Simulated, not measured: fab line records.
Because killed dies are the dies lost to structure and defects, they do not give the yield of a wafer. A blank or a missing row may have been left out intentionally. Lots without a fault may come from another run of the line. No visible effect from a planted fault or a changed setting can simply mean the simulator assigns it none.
fab line records	flow sky130
record: lots: 6	wafers: 18	last_day: 50
route steps=708 shown SONOS_ONO@176 GATE_OXIDE@187 POLY_GATE@204 PAD_OPEN@708
lots untouched by any fault: they come from a run of this same line in which no faults occurred
start_h: hours from the record's opening day to when the first of the lot's shown wafers began	wait_h: how many hours have passed since the lot's step before this one	" identical to the entry in the row above	L1.1+2: several wafers, shown together as one row	- no value present, or no start provided	* or withheld: withheld	< > ~ a bound
route shown NAME@n: names a module that has steps shown in the file, with the first one's number in the route	usual: the fault-free wafers' mean and standard deviation	same: alike in all rows	chamber/n: place in a boat	sites: readings site by site	_std_site: standard deviation of those values	_edge_site: the outer-site mean with the inner-site mean subtracted	radius_mm: for every site, how far away it sits from the centre of the wafer	mask NAME#n: copy n	behind: tool/chamber where the wafer was last shaped	hold: cause of the lot's hold/its duration in hours/its outcome	device: whichever transistor did not switch (one of n, p or np)	end of line: at the end of the route, the tests of the same wafers	a step with no rows: only its recipe	killed: the dies lost at the first sort to structure and to defects; this is not the yield of the wafer	map: dies across one wafer; x = killed, . = not, _ = none there
set.NAME: the setting the step ran with; set.NAME@STEP: the setting that earlier step ran with	model.NAME: the simulator's own value behind a step, which no gauge read
lots at selected steps of the route; one table per step, one row per wafer
services: the hour from which a tool's chamber was out of use, counted from the record's first day as start_h (under 0 if before that day), plus the number of hours and why
== steps ==
step: SKY_SONOS_ONO_COAT_08
recipe: resist: NOVOLAK	spin_rpm: 3000	resist_thk_nm: 1140
step: SKY_SONOS_ONO_SOFTBAKE_09
recipe: temp_c: 90	time_s: 60	resist: NOVOLAK
step: SKY_SONOS_ONO_EXPOSE_10
recipe: mask_id: ONOM	target_cd_nm: 410	na: 0.6	source_shape: conventional	sigma_outer: 0.6	dose_mj: 150
step: SKY_SONOS_ONO_PEB_11
recipe: temp_c: withheld	time_s: *	resist: NOVOLAK
step: SKY_SONOS_ONO_DEVELOP_12
recipe: develop_time_s: 60	dev_temp_c: 23
step: SKY_SONOS_ONO_CD_MEAS_13
recipe: target_cd_nm: 410
usual: cd_nm: 410.0/2.4
lot.wafer	tool	chamber	start_h	wait_h	cd_nm
L919.1	cd_sem-02	-	289.56	0.1	406.4
L919.2	"	-	"	"	410.6
L919.4	"	-	"	"	407.2
L920.1	cd_sem-02	-	295.65	0.1	409.7
L920.2	"	-	"	"	407.0
L920.5	"	-	"	"	410.3
L923.2	cd_sem-01	-	323.12	0.1	412.1
L923.3	"	-	"	"	411.6
L923.5	"	-	"	"	411.4
L929.2	cd_sem-01	-	382.74	0.1	413.0
L929.3	"	-	"	"	411.1
L929.6	"	-	"	"	414.1
L939.1	cd_sem-02	-	460.90	0.1	409.4
L939.3	"	-	"	"	409.3
L939.5	"	-	"	"	406.8
L940.2	cd_sem-02	-	464.94	0.1	409.1
L940.3	"	-	"	"	410.3
L940.5	"	-	"	"	410.8
step: SKY_SONOS_ONO_OVL_MEAS_14
usual: SONOS_ONO_OVL: -0.4/1.8
lot.wafer	tool	chamber	start_h	wait_h	SONOS_ONO_OVL[nm]
L919.1	overlay-02	-	289.68	0.1	-0.3
L919.2	"	-	"	"	-0.6
L919.4	"	-	"	"	0.9
L920.1	overlay-02	-	295.77	0.1	-2.4
L920.2	"	-	"	"	-0.8
L920.5	"	-	"	"	-2.3
L923.2	overlay-02	-	323.23	0.1	-1.8
L923.3	"	-	"	"	-1.1
L923.5	"	-	"	"	-1.1
L929.2	overlay-01	-	382.85	0.1	0.1
L929.3	"	-	"	"	0.5
L929.6	"	-	"	"	0.9
L939.1	overlay-01	-	461.02	0.1	3.3
L939.3	"	-	"	"	2.4
L939.5	"	-	"	"	4.1
L940.2	overlay-01	-	465.05	0.1	0.6
L940.3	"	-	"	"	2.4
L940.5	"	-	"	"	3.0
step: SKY_SONOS_ONO_ETCH_15
recipe: target_depth_nm: 19.52	chemistry: CHF3/O2	source_w: 600	bias_w: 200	pressure_mtorr: 40	chf3_flow_sccm: 50	O2_flow_sccm: 5	time_s: 7.8
usual: drypump_motor_current_A: 5.8/0.5	oes_product_au: 1.004/0.009	throttle_valve_pct: 8.826/0.01
lot.wafer	tool	chamber	start_h	wait_h	drypump_motor_current_A	oes_product_au	rf_hours_counter_h	throttle_valve_pct
L919.1	rie_diel-01	3	289.72	0.0	6.0	1.005	4	8.832
L919.2	"	0	"	"	5.8	1.010	11	8.849
L919.4	"	2	"	"	5.7	1.028	79	8.823
L920.1	rie_diel-01	1	295.81	0.0	5.2	1.003	86	8.834
L920.2	"	3	"	"	6.0	1.000	4	8.836
L920.5	"	2	"	"	5.6	0.998	-	8.836
L923.2	rie_diel-01	0	323.26	0.0	5.8	1.016	12	8.825
L923.3	"	2	"	"	5.6	1.003	80	8.816
L923.5	"	3	"	"	6.0	1.004	-	8.843
L929.2	rie_diel-01	2	382.88	0.0	5.7	1.003	81	8.806
L929.3	"	1	"	"	5.2	0.998	88	8.844
L929.6	"	0	"	"	5.8	1.010	-	8.837
L939.1	rie_diel-01	1	461.06	0.0	5.2	1.013	90	8.824
L939.3	"	2	"	"	5.6	1.005	82	8.843
L939.5	"	3	"	"	6.0	1.010	-	8.809
L940.2	rie_diel-02	2	465.08	0.0	5.3	0.990	6	8.827
L940.3	"	0	"	"	5.7	1.002	9	8.841
L940.5	"	1	"	"	5.8	1.000	-	8.836
step: SKY_SONOS_ONO_WET_ETCH_16
recipe: chemistry: dHF	target_depth_nm: 14	dry: n2_spin	target: SiO2	dilution: 100:1	temp_c: 25	time_s: 280
step: SKY_SONOS_ONO_STRIP_17
recipe: chemistry: O2/N2	power_w: 1400	pressure_mtorr: 1500	platen_temp_c: withheld	o2_flow_sccm: 3000	n2_flow_sccm: 300	overash_fraction: 0.5
usual: drypump_motor_current_A: 6.1/0.49	oes_product_au: 0.710/0.0044	strip_time_to_endpoint_s: 14.09/0.034
lot.wafer	tool	chamber	start_h	wait_h	drypump_motor_current_A	oes_product_au	rf_hours_counter_h	strip_time_to_endpoint_s
L919.1	plasma_asher-01	0	289.82	0.0	6.0	0.714	47	14.06
L919.2	"	1	"	"	5.7	0.711	47	14.05
L919.4	"	1	"	"	5.7	0.706	-	14.09
L920.1	plasma_asher-01	0	295.91	0.0	6.0	0.708	48	14.16
L920.2	"	1	"	"	5.7	0.707	48	14.13
L920.5	"	0	"	"	6.0	0.709	-	14.14
L923.2	plasma_asher-03	0	323.37	0.0	6.7	0.707	19	14.06
L923.3	"	1	"	"	6.7	0.704	-	14.07
L923.5	"	1	"	"	6.7	0.712	-	14.06
L929.2	plasma_asher-01	1	382.99	0.0	5.7	0.716	56	14.08
L929.3	"	1	"	"	5.7	0.703	-	14.04
L929.6	"	0	"	"	6.0	0.700	-	14.07
L939.1	plasma_asher-03	1	461.17	0.0	6.7	0.709	33	14.10
L939.3	"	1	"	"	6.7	0.720	-	14.12
L939.5	"	0	"	"	6.7	0.711	-	14.05
L940.2	plasma_asher-01	1	465.20	0.0	5.7	0.710	64	14.10
L940.3	"	1	"	"	5.7	0.708	-	14.06
L940.5	"	0	"	"	5.9	0.709	-	14.10
step: SKY_SONOS_ONO_WET_ETCH_18
recipe: chemistry: H3PO4	target_depth_nm: 15	target: Si3N4	temp_c: 160	time_s: 172
step: SKY_GATE_OXIDE_CLEAN_00
recipe: chemistry: SC1/SC2	mix: 1:4:20	temp_c: 70	time_s: 150	dry: n2_spin
step: SKY_GATE_OXIDE_OXIDATION_01
recipe: temp_c: 900	ambient: O2	stabilise_s: 600	purge_s: 300	target_thk_a: 102.68	ox_time_s: 1473
lot.wafer	tool	chamber	start_h	wait_h	model.SiO2_of_GATE_OXIDE_OXIDATION_01.thk_nm
L919.1	furnace-01	0	290.03	0.0	10.08
L919.2	"	0	"	"	9.991
L919.4	"	0	"	"	10.09
L920.1	furnace-01	0	296.63	0.5	10.24
L920.2	"	0	"	"	10.49
L920.5	"	0	"	"	10.45
L923.2	furnace-02	0	323.58	0.0	10.02
L923.3	"	0	"	"	10.03
L923.5	"	0	"	"	10.15
L929.2	furnace-01	0	383.19	0.0	10.12
L929.3	"	0	"	"	9.979
L929.6	"	0	"	"	9.922
L939.1	furnace-02	0	461.58	0.2	13.45
L939.3	"	0	"	"	13.65
L939.5	"	0	"	"	13.52
L940.2	furnace-02	0	465.41	0.0	13.67
L940.3	"	0	"	"	13.46
L940.5	"	0	"	"	13.66
step: SKY_GATE_OXIDE_THK_MEAS_02
recipe: reads: SiO2_of_GATE_OXIDE_OXIDATION_01
usual: GATE_OXIDE_OXIDATION_00_THK: 10.24/0.2
lot.wafer	tool	chamber	start_h	wait_h	GATE_OXIDE_OXIDATION_00_THK[nm]
L919.1	film_metro-02	-	291.44	0.0	10.07
L919.2	"	-	"	"	10.02
L919.4	"	-	"	"	10.03
L920.1	film_metro-02	-	298.04	0.0	10.28
L920.2	"	-	"	"	10.50
L920.5	"	-	"	"	10.43
L923.2	film_metro-02	-	325.00	0.0	9.94
L923.3	"	-	"	"	10.03
L923.5	"	-	"	"	10.15
L929.2	film_metro-03	-	384.61	0.0	10.09
L929.3	"	-	"	"	9.97
L929.6	"	-	"	"	9.93
L939.1	film_metro-04	-	462.99	0.0	13.47
L939.3	"	-	"	"	13.65
L939.5	"	-	"	"	13.48
L940.2	film_metro-04	-	466.83	0.0	13.71
L940.3	"	-	"	"	13.43
L940.5	"	-	"	"	13.65
step: SKY_GATE_OXIDE_DEHYDRATE_03
recipe: temp_c: 200	time_s: 60
step: SKY_GATE_OXIDE_HMDS_04
recipe: prime_time_s: 60	prime_temp_c: 120
step: SKY_GATE_OXIDE_COAT_05
recipe: resist: NOVOLAK	spin_rpm: 3000	resist_thk_nm: 1140
step: SKY_GATE_OXIDE_SOFTBAKE_06
recipe: temp_c: 90	time_s: 60	resist: NOVOLAK
step: SKY_GATE_OXIDE_EXPOSE_07
recipe: mask_id: LVOM	na: 0.6	source_shape: conventional	sigma_outer: 0.6	polarization: unpolarized	target_cd_nm: 600	dose_mj: 170
step: SKY_GATE_OXIDE_PEB_08
recipe: temp_c: withheld	time_s: *	resist: NOVOLAK
step: SKY_GATE_OXIDE_DEVELOP_09
recipe: resist: NOVOLAK	developer: TMAH	develop_time_s: 60	dev_temp_c: 23
step: SKY_GATE_OXIDE_OVL_MEAS_10
usual: GATE_OXIDE_OVL: 0.2/1.3
lot.wafer	tool	chamber	start_h	wait_h	GATE_OXIDE_OVL[nm]
L919.1	overlay-02	-	317.52	0.1	2.5
L919.2	"	-	"	"	0.8
L919.4	"	-	"	"	1.5
L920.1	overlay-02	-	323.70	0.1	-1.1
L920.2	"	-	"	"	-1.1
L920.5	"	-	"	"	0.4
L923.2	overlay-02	-	352.41	0.1	-1.1
L923.3	"	-	"	"	-0.9
L923.5	"	-	"	"	-0.7
L929.2	overlay-01	-	413.71	0.1	1.8
L929.3	"	-	"	"	3.3
L929.6	"	-	"	"	3.5
L939.1	overlay-01	-	493.42	0.1	0.6
L939.3	"	-	"	"	1.4
L939.5	"	-	"	"	-1.6
L940.2	overlay-02	-	497.23	0.1	0.1
L940.3	"	-	"	"	1.0
L940.5	"	-	"	"	0.3
step: SKY_GATE_OXIDE_IMPLANT_11
recipe: species: B	energy_kev: 10	dose_cm2: 2.6e+12	tilt_deg: withheld
step: SKY_GATE_OXIDE_WET_ETCH_12
recipe: chemistry: dHF	target_depth_nm: 16.8	dry: n2_spin	target: SiO2	dilution: 100:1	temp_c: 25	time_s: 336
step: SKY_GATE_OXIDE_STRIP_13
recipe: chemistry: O2/N2	power_w: 1400	pressure_mtorr: 1500	platen_temp_c: withheld	o2_flow_sccm: 3000	n2_flow_sccm: 300	overash_fraction: 0.5
usual: drypump_motor_current_A: 5.7/0.35	oes_product_au: 0.715/0.0047	strip_time_to_endpoint_s: 14.18/0.048
lot.wafer	tool	chamber	start_h	wait_h	drypump_motor_current_A	oes_product_au	rf_hours_counter_h	strip_time_to_endpoint_s
L919.1	plasma_asher-04	0	317.81	0.0	6.1	0.715	63	14.19
L919.2	"	1	"	"	5.4	0.716	63	14.20
L919.4	"	0	"	"	6.2	0.721	-	14.18
L920.1	plasma_asher-04	0	323.99	0.0	6.1	0.712	63	14.19
L920.2	"	1	"	"	5.4	0.714	63	14.12
L920.5	"	0	"	"	6.1	0.716	-	14.17
L923.2	plasma_asher-01	1	352.69	0.0	5.7	0.716	53	14.23
L923.3	"	1	"	"	5.7	0.720	-	14.22
L923.5	"	0	"	"	5.9	0.717	-	14.24
L929.2	plasma_asher-02	1	413.99	0.0	6.0	0.719	73	14.20
L929.3	"	1	"	"	6.0	0.715	-	14.23
L929.6	"	1	"	"	6.0	0.714	-	14.23
L939.1	plasma_asher-02	1	493.71	0.0	6.0	0.717	6	14.16
L939.3	"	1	"	"	6.0	0.710	-	14.16
L939.5	"	1	"	"	6.0	0.715	-	14.17
L940.2	plasma_asher-04	1	497.51	0.0	5.4	0.717	80	14.18
L940.3	"	0	"	"	6.1	0.712	-	14.15
L940.5	"	1	"	"	5.4	0.715	-	14.18
step: SKY_GATE_OXIDE_TW_MEAS_14
usual: GATE_OXIDE_TW: 223.6/2.2
lot.wafer	tool	chamber	start_h	wait_h	GATE_OXIDE_TW
L919.1	film_metro-02	-	317.91	0.1	219.5
L919.2	"	-	"	"	218.9
L919.4	"	-	"	"	221.2
L920.1	film_metro-03	-	324.09	0.1	224.7
L920.2	"	-	"	"	224.4
L920.5	"	-	"	"	224.6
L923.2	film_metro-03	-	352.80	0.1	223.1
L923.3	"	-	"	"	222.4
L923.5	"	-	"	"	222.3
L929.2	film_metro-03	-	414.10	0.1	222.9
L929.3	"	-	"	"	222.1
L929.6	"	-	"	"	223.0
L939.1	film_metro-02	-	493.81	0.1	222.4
L939.3	"	-	"	"	221.7
L939.5	"	-	"	"	221.3
L940.2	film_metro-03	-	497.62	0.1	222.3
L940.3	"	-	"	"	224.2
L940.5	"	-	"	"	221.5
step: SKY_GATE_OXIDE_CLEAN_15
recipe: chemistry: SC1/SC2	mix: 1:4:20	temp_c: 70	time_s: 150	dry: n2_spin
step: SKY_GATE_OXIDE_OXIDATION_16
recipe: temp_c: 800	ambient: O2	idle_temp_c: 700	ramp_up_c_per_min: 10	ramp_down_c_per_min: 3	stabilise_s: 600	purge_s: 300	target_thk_a: 35.7	ox_time_s: 1915
usual: ramp_down_c_per_min: 3.0000/0.00049
lot.wafer	tool	chamber	start_h	wait_h	ramp_down_c_per_min	model.SiO2_of_GATE_OXIDE_OXIDATION_01.thk_nm
L919.1	furnace-02	0	319.00	1.0	3.0004	11.43
L919.2	"	0	"	"	2.9998	11.39
L919.4	"	0	"	"	3.0003	11.46
L920.1	furnace-01	0	324.20	0.0	2.9996	11.61
L920.2	"	0	"	"	3.0010	11.86
L920.5	"	0	"	"	2.9996	11.81
L923.2	furnace-02	0	353.06	0.2	3.0002	11.36
L923.3	"	0	"	"	2.9995	11.38
L923.5	"	0	"	"	3.0000	11.46
L929.2	furnace-01	0	417.79	3.6	2.9999	11.55
L929.3	"	0	"	"	3.0003	11.4
L929.6	"	0	"	"	2.9996	11.35
L939.1	furnace-02	0	493.92	0.0	2.9993	14.56
L939.3	"	0	"	"	2.9999	14.77
L939.5	"	0	"	"	3.0002	14.64
L940.2	furnace-01	0	497.72	0.0	3.0004	14.86
L940.3	"	0	"	"	3.0009	14.64
L940.5	"	0	"	"	2.9989	14.84
step: SKY_POLY_GATE_CVD_00
recipe: material: poly-Si	target_thk_nm: 180	temp_c: 620	time_s: 720	pressure_mtorr: 200
step: SKY_PAD_OPEN_PROBE_99
usual: killed_at_M0_to_M3: 44/7.2	killed_at_M4_up: 3.1/1.8	killed_at_contacts: 24/4.5	killed_at_front_end: 16/4.4	killed_at_other: 0.2/0.42	killed_dies: 87/8.9	killed_open: 48/6.4	killed_short: 39/6.2
same: gross_dies: 492	killed_at_back_side: 0
lot.wafer	tool	chamber	start_h	wait_h	killed_at_M0_to_M3	killed_at_M4_up	killed_at_contacts	killed_at_front_end	killed_at_other	killed_dies	killed_open	killed_short	model.etest.nfet_16v.r_on_ohm_um	model.etest.pfet_16v.r_on_ohm_um	model.etest.tip_sonos.rs_ohm_sq	model.etest.pfet_g5v0d10v5.r_on_ohm_um	model.etest.nfet_g5v0d10v5.r_on_ohm_um	model.etest.tip_p.rs_ohm_sq	model.etest.nfet_g5v0d10v5.drive_ua_um	model.etest.nfet_05v0_nvt.drive_ua_um
L919.1	prober-01	-	1072.98	0.1	35	5	21	16	0	77	37	40	1.385e+04	1.524e+04	2561	4711	1859	6929	618.4	586.4
L919.2	prober-01	-	1073.03	0.1	57	5	28	16	0	106	58	48	1.396e+04	1.531e+04	2551	4816	1861	6891	617.8	583
L919.4	prober-01	-	1073.13	0.2	45	1	20	12	0	78	43	35	1.391e+04	1.513e+04	2566	4784	1862	6883	619.7	590.4
L920.1	prober-02	-	1076.07	0.1	45	5	32	14	1	97	47	50	1.394e+04	1.528e+04	2662	4844	1916	6849	604.5	569.2
L920.2	prober-02	-	1076.12	0.1	35	2	23	18	0	78	46	32	1.405e+04	1.508e+04	2722	4836	1921	6875	590.9	563.1
L920.5	prober-02	-	1076.27	0.2	57	0	26	18	0	101	61	40	1.403e+04	1.52e+04	2722	4874	1926	6890	590.3	563.1
L923.2	prober-01	-	1097.43	0.1	51	3	27	22	0	103	62	41	1.387e+04	1.504e+04	2660	4696	1844	6805	616.8	585.1
L923.3	prober-01	-	1097.48	0.2	62	3	27	18	0	110	57	53	1.392e+04	1.542e+04	2642	4716	1855	6805	619.2	586.8
L923.5	prober-01	-	1097.58	0.2	38	5	28	18	0	89	51	38	1.387e+04	1.502e+04	2692	4766	1871	6828	606.9	580.4
L929.2	prober-01	-	1139.82	0.1	31	3	27	11	0	72	47	25	1.424e+04	1.523e+04	2623	4765	1902	6800	608.1	577.6
L929.3	prober-01	-	1139.87	0.2	38	0	24	12	1	75	39	36	1.409e+04	1.494e+04	2537	4759	1880	6821	612.3	576.9
L929.6	prober-01	-	1140.02	0.2	43	6	17	19	1	86	49	37	1.409e+04	1.492e+04	2559	4682	1865	6810	615.2	582.3
L939.1	prober-01	-	1187.67	0.1	40	1	16	19	1	77	40	37	1.535e+04	1.621e+04	3544	5501	2148	7040	481	468.6
L939.3	prober-01	-	1187.77	0.2	43	4	22	16	0	85	44	41	1.557e+04	1.634e+04	3584	5501	2160	7043	478.8	467.9
L939.5	prober-01	-	1187.87	0.2	37	0	29	21	1	88	49	39	1.524e+04	1.626e+04	3537	5518	2158	7075	479.7	467.2
L940.2	prober-02	-	1188.69	0.1	38	3	29	12	0	82	47	35	1.587e+04	1.691e+04	3685	5605	2246	7114	467	458.1
L940.3	prober-02	-	1188.74	0.2	41	5	26	16	0	88	49	39	1.579e+04	1.624e+04	3555	5532	2190	7040	476.6	464.2
L940.5	prober-02	-	1188.84	0.2	45	5	27	13	1	91	48	43	1.599e+04	1.686e+04	3667	5537	2222	7117	469	456.9
killed by level:class
L919.1 VIA1:geometric_particle:open=7 LI_CONTACT:geometric_particle:open=6 VIA1:geometric_particle:short=5 CONTACT:geometric_particle:open=5 METAL2:geometric_particle:short=5 FIELD_ISO:geometric_particle:open=4 POLY_GATE:geometric_particle:short=4 LI_CONTACT:geometric_particle:short=4
L919.2 VIA1:geometric_particle:open=15 VIA1:geometric_particle:short=11 CONTACT:geometric_particle:open=10 LI_CONTACT:geometric_particle:open=7 POLY_GATE:geometric_particle:short=6 LI_CONTACT:geometric_particle:short=5 VIA3:geometric_particle:open=5 POLY_GATE:geometric_particle:open=4
L919.4 VIA1:geometric_particle:open=10 CONTACT:geometric_particle:open=9 METAL2:geometric_particle:short=7 METAL3:geometric_particle:short=5 LI_CONTACT:geometric_particle:open=4 METAL1:geometric_particle:short=4 VIA2:geometric_particle:open=4 POLY_GATE:geometric_particle:open=3
L920.1 CONTACT:geometric_particle:open=12 VIA3:geometric_particle:open=9 VIA1:geometric_particle:open=9 METAL2:geometric_particle:short=7 VIA1:geometric_particle:short=7 LI_CONTACT:geometric_particle:open=6 CONTACT:geometric_particle:short=6 POLY_GATE:geometric_particle:short=5
L920.2 VIA1:geometric_particle:open=9 LI_CONTACT:geometric_particle:open=8 VIA2:geometric_particle:open=7 CONTACT:geometric_particle:open=6 METAL1:geometric_particle:short=5 LOCAL_INTERCONNECT:geometric_particle:short=5 FIELD_ISO:geometric_particle:open=4 FIELD_ISO:geometric_particle:short=3
L920.5 VIA1:geometric_particle:open=18 VIA3:geometric_particle:open=8 CONTACT:geometric_particle:open=8 LI_CONTACT:geometric_particle:open=7 VIA1:geometric_particle:short=6 POLY_GATE:geometric_particle:open=6 VIA2:geometric_particle:short=6 FIELD_ISO:geometric_particle:open=5
L923.2 VIA1:geometric_particle:open=16 VIA3:geometric_particle:open=10 LI_CONTACT:geometric_particle:open=7 FIELD_ISO:geometric_particle:short=6 POLY_GATE:geometric_particle:open=6 CONTACT:geometric_particle:open=6 VIA2:geometric_particle:open=6 FIELD_ISO:geometric_particle:open=5
L923.3 VIA1:geometric_particle:open=12 METAL2:geometric_particle:short=10 CONTACT:geometric_particle:open=9 VIA3:geometric_particle:open=8 METAL1:geometric_particle:short=7 LOCAL_INTERCONNECT:geometric_particle:short=6 METAL3:geometric_particle:short=6 POLY_GATE:geometric_particle:open=5
L923.5 CONTACT:geometric_particle:open=11 VIA3:geometric_particle:open=10 VIA1:geometric_particle:open=9 LI_CONTACT:geometric_particle:open=8 POLY_GATE:geometric_particle:short=7 METAL1:geometric_particle:short=6 FIELD_ISO:geometric_particle:short=5 CONTACT:geometric_particle:short=5
L929.2 CONTACT:geometric_particle:open=11 LI_CONTACT:geometric_particle:open=8 VIA3:geometric_particle:open=6 VIA1:geometric_particle:open=5 VIA1:geometric_particle:short=5 POLY_GATE:geometric_particle:open=4 FIELD_ISO:geometric_particle:open=3 FIELD_ISO:geometric_particle:short=3
L929.3 LOCAL_INTERCONNECT:geometric_particle:short=8 VIA1:geometric_particle:open=8 CONTACT:geometric_particle:open=7 VIA2:geometric_particle:open=7 VIA1:geometric_particle:short=4 FIELD_ISO:geometric_particle:open=3 POLY_GATE:geometric_particle:short=3 LOCAL_INTERCONNECT:geometric_particle:open=3
L929.6 VIA1:geometric_particle:open=12 VIA2:geometric_particle:open=7 LI_CONTACT:geometric_particle:open=6 METAL2:geometric_particle:short=5 FIELD_ISO:geometric_particle:open=4 FIELD_ISO:geometric_particle:short=4 CONTACT:geometric_particle:open=4 VIA1:geometric_particle:short=4
L939.1 VIA1:geometric_particle:open=9 LI_CONTACT:geometric_particle:open=8 METAL1:geometric_particle:short=7 METAL2:geometric_particle:short=5 VIA1:geometric_particle:short=5 POLY_GATE:geometric_particle:open=4 POLY_GATE:geometric_particle:short=4 CONTACT:geometric_particle:open=4
L939.3 VIA1:geometric_particle:open=10 CONTACT:geometric_particle:open=8 VIA1:geometric_particle:short=8 LI_CONTACT:geometric_particle:open=5 FIELD_ISO:geometric_particle:open=4 SPACER:geometric_particle:short=4 CONTACT:geometric_particle:short=4 METAL1:geometric_particle:short=4
L939.5 CONTACT:geometric_particle:open=9 VIA1:geometric_particle:open=9 LI_CONTACT:geometric_particle:open=7 VIA2:geometric_particle:open=7 CONTACT:geometric_particle:short=7 FIELD_ISO:geometric_particle:short=6 METAL2:geometric_particle:short=5 FIELD_ISO:geometric_particle:open=4
L940.2 VIA1:geometric_particle:open=13 LI_CONTACT:geometric_particle:open=6 CONTACT:geometric_particle:short=6 CONTACT:geometric_particle:open=6 VIA3:geometric_particle:open=6 LI_CONTACT:geometric_particle:short=5 FIELD_ISO:geometric_particle:open=4 LOCAL_INTERCONNECT:geometric_particle:short=4
L940.3 VIA1:geometric_particle:open=10 LI_CONTACT:geometric_particle:open=8 CONTACT:geometric_particle:open=8 VIA2:geometric_particle:open=7 METAL1:geometric_particle:short=6 VIA1:geometric_particle:short=6 METAL2:geometric_particle:short=5 FIELD_ISO:geometric_particle:short=4
L940.5 CONTACT:geometric_particle:open=11 LI_CONTACT:geometric_particle:open=9 FIELD_ISO:geometric_particle:open=6 VIA3:geometric_particle:open=6 METAL1:geometric_particle:short=6 VIA1:geometric_particle:open=6 METAL2:geometric_particle:short=6 VIA3:geometric_particle:short=5
== services ==
tool	chamber	start_h	hours	kind
plasma_asher-03	-	270.50	0.3	repair
rie_diel-02	1	296.06	3.0	repair
rie_diel-02	-	296.73	0.4	repair
plasma_asher-01	-	316.71	1.6	repair
rie_diel-01	-	340.46	2.8	pm
rie_diel-01	-	345.08	0.2	repair
rie_diel-01	0	359.66	3.2	repair
furnace-01	-	386.27	4.3	pm
furnace-01	-	389.55	9.1	repair
plasma_asher-02	-	398.63	1.1	repair
furnace-02	-	409.28	3.3	pm
furnace-02	-	414.10	3.2	pm
plasma_asher-01	-	417.94	3.0	repair
plasma_asher-02	-	421.25	9.0	pm
plasma_asher-02	0	421.25	9.0	vent_cycle
plasma_asher-02	1	421.25	9.0	vent_cycle
plasma_asher-02	0	430.25	-	clean
plasma_asher-02	1	430.25	-	clean
plasma_asher-04	-	431.31	3.4	repair
furnace-01	-	469.52	3.2	pm
== key ==
first_sign: step: SKY_GATE_OXIDE_THK_MEAS_02	reading: GATE_OXIDE_OXIDATION_00_THK	direction: up	sigmas: 16	usual: 10.24	struck: 13.56
effect none on later readings
model_effect: step: SKY_GATE_OXIDE_OXIDATION_01	value: SiO2_of_GATE_OXIDE_OXIDATION_01.thk_nm	without: 10.24	struck: 13.57
model_effect: step: SKY_GATE_OXIDE_OXIDATION_16	value: SiO2_of_GATE_OXIDE_OXIDATION_01.thk_nm	without: 11.62	struck: 14.72
model_effect: step: SKY_PAD_OPEN_PROBE_99	value: etest.nfet_16v.r_on_ohm_um	without: 1.391e+04	struck: 1.564e+04
met_at SKY_GATE_OXIDE_OXIDATION_01
struck_wafers L939.1,L939.3,L939.5,L940.2,L940.3,L940.5
tester_left_out L939,L940
onset_between 323.58 461.58
also_fits time
fault: kind: process_parameter_drift	tool: furnace-02	chamber: -	onset_h: 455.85	steps: SKY_GATE_OXIDE_OXIDATION_01	channel: ox_time_s	offset: *	shape: step	end_h: 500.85	acts_in: *	stated: *
tester_left_out: of these lots the tester's yield and bins aren't shown, on N5 and GAA mostly nor the transistor test; their killed dies are dies lost to structure and defects alone, not to doping, threshold or leakage, so they don't give the yield
